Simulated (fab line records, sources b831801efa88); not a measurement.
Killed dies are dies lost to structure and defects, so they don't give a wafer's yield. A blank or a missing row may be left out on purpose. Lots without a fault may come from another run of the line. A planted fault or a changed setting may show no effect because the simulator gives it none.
Which tool did it? | flow gf180mcu | 11 lots, 33 wafers sampled, at 6 steps of a route of 602

WHAT THE GAUGES READ, wafer by wafer
GF_DNWELL_TW_MEAS_09. Usual: DNWELL_TW 1350, standard deviation 13.
lot  | measured    | on            | DNWELL_TW      | flag
L213 | day 2 22:44 | film_metro-02 | 1363 1358 1361 |
L214 | day 3 01:34 | film_metro-02 | 1353 1360 1353 |
L215 | day 3 09:52 | film_metro-02 | 1361 1360 1357 |
L216 | day 3 14:52 | film_metro-04 | 1334 1338 1339 |
L217 | day 3 17:29 | film_metro-04 | 1334 1336 1333 |
L221 | day 4 14:33 | film_metro-04 | 1349 1348 1351 |
L222 | day 4 18:57 | film_metro-04 | 1331 1325 1325 |
L228 | day 6 01:14 | film_metro-04 | 1338 1342 1345 |
L231 | day 6 18:23 | film_metro-01 | 1355 1359 1371 |
L233 | day 7 04:59 | film_metro-01 | 1365 1363 1365 |
L236 | day 7 21:23 | film_metro-01 | 1352 1354 1356 |

GF_PSD_RS_MEAS_14: measures by four-point-probe. Usual: NSD_RS 46.12 ohm/sq, standard deviation 0.14.
lot  | measured     | on            | NSD_RS (ohm/sq)   | flag
L213 | day 14 11:44 | film_metro-03 | 46.21 46.20 46.12 |
L214 | day 14 13:49 | film_metro-03 | 46.27 46.25 46.26 |
L215 | day 15 04:00 | film_metro-03 | 46.08 46.10 46.26 |
L216 | day 15 12:58 | film_metro-02 | 46.19 46.28 46.20 |
L217 | day 15 19:07 | film_metro-03 | 46.39 46.52 46.35 |
L221 | day 17 01:18 | film_metro-02 | 46.20 46.04 46.03 |
L222 | day 17 08:16 | film_metro-01 | 45.96 46.04 46.07 |
L228 | day 19 09:07 | film_metro-02 | 46.64 46.69 46.66 | OFF
L231 | day 20 17:26 | film_metro-01 | 46.56 46.56 46.56 | OFF
L233 | day 21 05:14 | film_metro-01 | 46.01 45.95 46.02 |
L236 | day 22 04:56 | film_metro-03 | 46.16 46.16 46.22 |

GF_M1_THK_MEAS_06: measures by xrf. Usual: M1_ALCU_THK 453 nm, standard deviation 5.4.
lot  | measured     | on            | M1_ALCU_THK (nm) | flag
L213 | day 16 11:53 | film_metro-01 | 454 450 444      |
L214 | day 16 12:37 | film_metro-01 | 456 457 451      |
L215 | day 17 03:47 | film_metro-03 | 456 451 459      |
L216 | day 17 13:46 | film_metro-02 | 445 450 449      |
L217 | day 17 20:26 | film_metro-01 | 461 462 463      |
L221 | day 19 04:12 | film_metro-01 | 449 454 453      |
L222 | day 19 11:05 | film_metro-01 | 465 464 456      |
L228 | day 21 13:53 | film_metro-01 | 450 456 454      |
L231 | day 22 20:34 | film_metro-02 | 456 453 456      |
L233 | day 23 07:38 | film_metro-02 | 449 454 448      |
L236 | day 24 05:32 | film_metro-01 | 442 451 451      |

WHICH TOOL RAN EACH LOT (tool, then ch and the chambers of the sampled wafers, then the start)
lot  | GF_NWELL_STRIP_10                   | GF_NSD_IMPLANT_09               | GF_NSD_STRIP_11
L213 | plasma_asher-02 ch 0,1, day 3 11:38 | implanter-01 ch 0, day 13 14:54 | plasma_asher-02 ch 0,1, day 13 15:12
L214 | plasma_asher-03 ch 0,1, day 3 13:59 | implanter-04 ch 0, day 13 16:29 | plasma_asher-02 ch 0,1, day 13 16:47
L215 | plasma_asher-04 ch 0,1, day 3 23:28 | implanter-01 ch 0, day 14 05:52 | plasma_asher-03 ch 0,1, day 14 06:08
L216 | plasma_asher-04 ch 0,1, day 4 04:11 | implanter-04 ch 0, day 14 14:58 | plasma_asher-02 ch 1, day 14 15:15
L217 | plasma_asher-04 ch 0,1, day 4 06:34 | implanter-04 ch 0, day 14 20:41 | plasma_asher-02 ch 0,1, day 14 20:58
L221 | plasma_asher-02 ch 0,1, day 5 04:31 | implanter-04 ch 0, day 16 02:31 | plasma_asher-04 ch 0,1, day 16 02:47
L222 | plasma_asher-03 ch 0,1, day 5 09:21 | implanter-03 ch 0, day 16 09:07 | plasma_asher-04 ch 0,1, day 16 09:23
L228 | plasma_asher-04 ch 0,1, day 6 17:02 | implanter-04 ch 0, day 18 08:34 | plasma_asher-03 ch 0,1, day 18 08:51
L231 | plasma_asher-03 ch 0, day 7 10:17   | implanter-04 ch 0, day 19 16:37 | plasma_asher-03 ch 1, day 19 16:55
L233 | plasma_asher-04 ch 0,1, day 7 21:05 | implanter-01 ch 0, day 20 04:15 | plasma_asher-03 ch 0,1, day 20 04:33
L236 | plasma_asher-04 ch 0,1, day 8 13:28 | implanter-01 ch 0, day 21 04:37 | plasma_asher-02 ch 0,1, day 21 04:54
- GF_NWELL_STRIP_10: strips in O2/N2.
- GF_NSD_IMPLANT_09
- GF_NSD_STRIP_11: strips in O2/N2.

WHAT THE TOOLS THEMSELVES READ (means of the sampled wafers that have a number; where no wafer has one, the mark that the record gives instead)
GF_NWELL_STRIP_10. Usual: drypump_motor_current_A 5.60 A, standard deviation 0.24; heater_power_w 336 W, standard deviation 48; o2_flow_sccm 3001 sccm, standard deviation 8.8; oes_product_au 0.722 a.u., standard deviation 0.0045; strip_time_to_endpoint_s 36.96 s, standard deviation 0.091.
lot  | tool            | drypump_motor_current_A (A) | heater_power_w (W) | o2_flow_sccm (sccm) | oes_product_au (a.u.) | strip_time_to_endpoint_s (s) | flag
L213 | plasma_asher-02 | 5.72                        | 364                | 3000                | 0.721                 | 37.01                        |
L214 | plasma_asher-03 | 5.53                        | 385                | 2998                | 0.719                 | 36.98                        |
L215 | plasma_asher-04 | 5.55                        | 280                | 2996                | 0.721                 | 37.07                        |
L216 | plasma_asher-04 | 5.70                        | 306                | 3012                | 0.724                 | 36.82                        |
L217 | plasma_asher-04 | 5.55                        | 281                | 3002                | 0.728                 | 36.87                        |
L221 | plasma_asher-02 | 5.73                        | 363                | 2991                | 0.724                 | 36.79                        |
L222 | plasma_asher-03 | 5.61                        | 372                | 3001                | 0.724                 | 36.94                        |
L228 | plasma_asher-04 | 5.55                        | 285                | 3005                | 0.724                 | 37.10                        |
L231 | plasma_asher-03 | 5.68                        | 347                | 3008                | 0.726                 | 36.95                        |
L233 | plasma_asher-04 | 5.69                        | 308                | 3004                | 0.723                 | 37.02                        |
L236 | plasma_asher-04 | 5.71                        | 304                | 3007                | 0.719                 | 36.99                        |

GF_NSD_IMPLANT_09. Usual: beam_energy_keV 60.001, standard deviation 0.018; end_station_pressure_torr 1.26e-05 Torr, standard deviation 7e-07.
lot  | tool         | beam_energy_keV | end_station_pressure_torr (Torr) | flag
L213 | implanter-01 | 59.988          | 1.27e-05                         |
L214 | implanter-04 | 59.987          | 1.21e-05                         |
L215 | implanter-01 | 60.020          | 1.24e-05                         |
L216 | implanter-04 | 60.021          | 1.24e-05                         |
L217 | implanter-04 | 60.005          | 1.25e-05                         |
L221 | implanter-04 | 60.015          | 1.24e-05                         |
L222 | implanter-03 | 60.006          | 1.28e-05                         |
L228 | implanter-04 | 58.075          | 1.27e-05                         | OFF
L231 | implanter-04 | 58.062          | 1.22e-05                         | OFF
L233 | implanter-01 | 60.010          | 1.23e-05                         |
L236 | implanter-01 | 60.024          | 1.38e-05                         |

GF_NSD_STRIP_11. Usual: drypump_motor_current_A 5.58 A, standard deviation 0.26; heater_power_w 354 W, standard deviation 35; o2_flow_sccm 3000 sccm, standard deviation 8.7; oes_product_au 0.486 a.u., standard deviation 0.0044; strip_time_to_endpoint_s 22.96 s, standard deviation 0.035.
lot  | tool            | drypump_motor_current_A (A) | heater_power_w (W) | o2_flow_sccm (sccm) | oes_product_au (a.u.) | strip_time_to_endpoint_s (s) | flag
L213 | plasma_asher-02 | 5.46                        | 356                | 3006                | 0.489                 | 22.98                        |
L214 | plasma_asher-02 | 5.73                        | 366                | 2994                | 0.488                 | 22.95                        |
L215 | plasma_asher-03 | 5.58                        | 365                | 2995                | 0.484                 | 22.97                        |
L216 | plasma_asher-02 | 5.20                        | 364                | 3002                | 0.483                 | 22.90                        |
L217 | plasma_asher-02 | 5.44                        | 369                | 2997                | 0.489                 | 22.96                        |
L221 | plasma_asher-04 | 5.69                        | 303                | 2990                | 0.489                 | 22.95                        |
L222 | plasma_asher-04 | 5.55                        | 285                | 2987                | 0.487                 | 22.99                        |
L228 | plasma_asher-03 | 5.54                        | 388                | 3009                | 0.490                 | 22.70                        | OFF
L231 | plasma_asher-03 | 5.49                        | 376                | 2993                | 0.485                 | 22.68                        | OFF
L233 | plasma_asher-03 | 5.59                        | 349                | 3004                | 0.488                 | 23.02                        |
L236 | plasma_asher-02 | 5.47                        | 360                | 2995                | 0.486                 | 22.95                        |

THE ANSWER, worked out from the rows above alone
Rule: a lot is off if the mean of its wafers that have a number lies more than 3 standard deviations from the usual mean. A lot without any number at a reading at which 4 lots or more have one is off too. The other lots that the step has rows for count as sound. The gauges are gone through in route order, then the tools' own readings, and for those a lot's mean is taken as printed above. The first step at which some lot is off is used, and at that step the reading that is off furthest; a lot without a number counts as furthest.
Off: L228, L231, at GF_PSD_RS_MEAS_14 (NSD_RS).
A tool fits if, at a process step before that reading, it ran every lot that is off, and no sound lot after the first of them. The gauges at GF_PSD_RS_MEAS_14 aren't tried: what is off there is off at GF_NSD_IMPLANT_09 too, on other tools, and a gauge's error can't cause that. One fits: implanter-04 at GF_NSD_IMPLANT_09. Its last sound lot is L221 (day 16 02:31), its first lot that is off L228 (day 18 08:34): a fault that began between those two fits.
The tool's own readings at GF_NSD_IMPLANT_09 bear it out: on the lots that are off they differ by more than 5 times the standard deviation of the sound lots' means. beam_energy_keV reads 58.069 there against 60.008 on the sound lots.

WHAT THE SIMULATOR HAD PUT IN
Process parameter drift: implanter-04, from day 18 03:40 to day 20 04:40, at GF_NSD_IMPLANT_09. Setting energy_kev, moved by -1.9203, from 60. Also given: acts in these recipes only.
Lots struck among those shown: L228, L231. The rule above found the same.
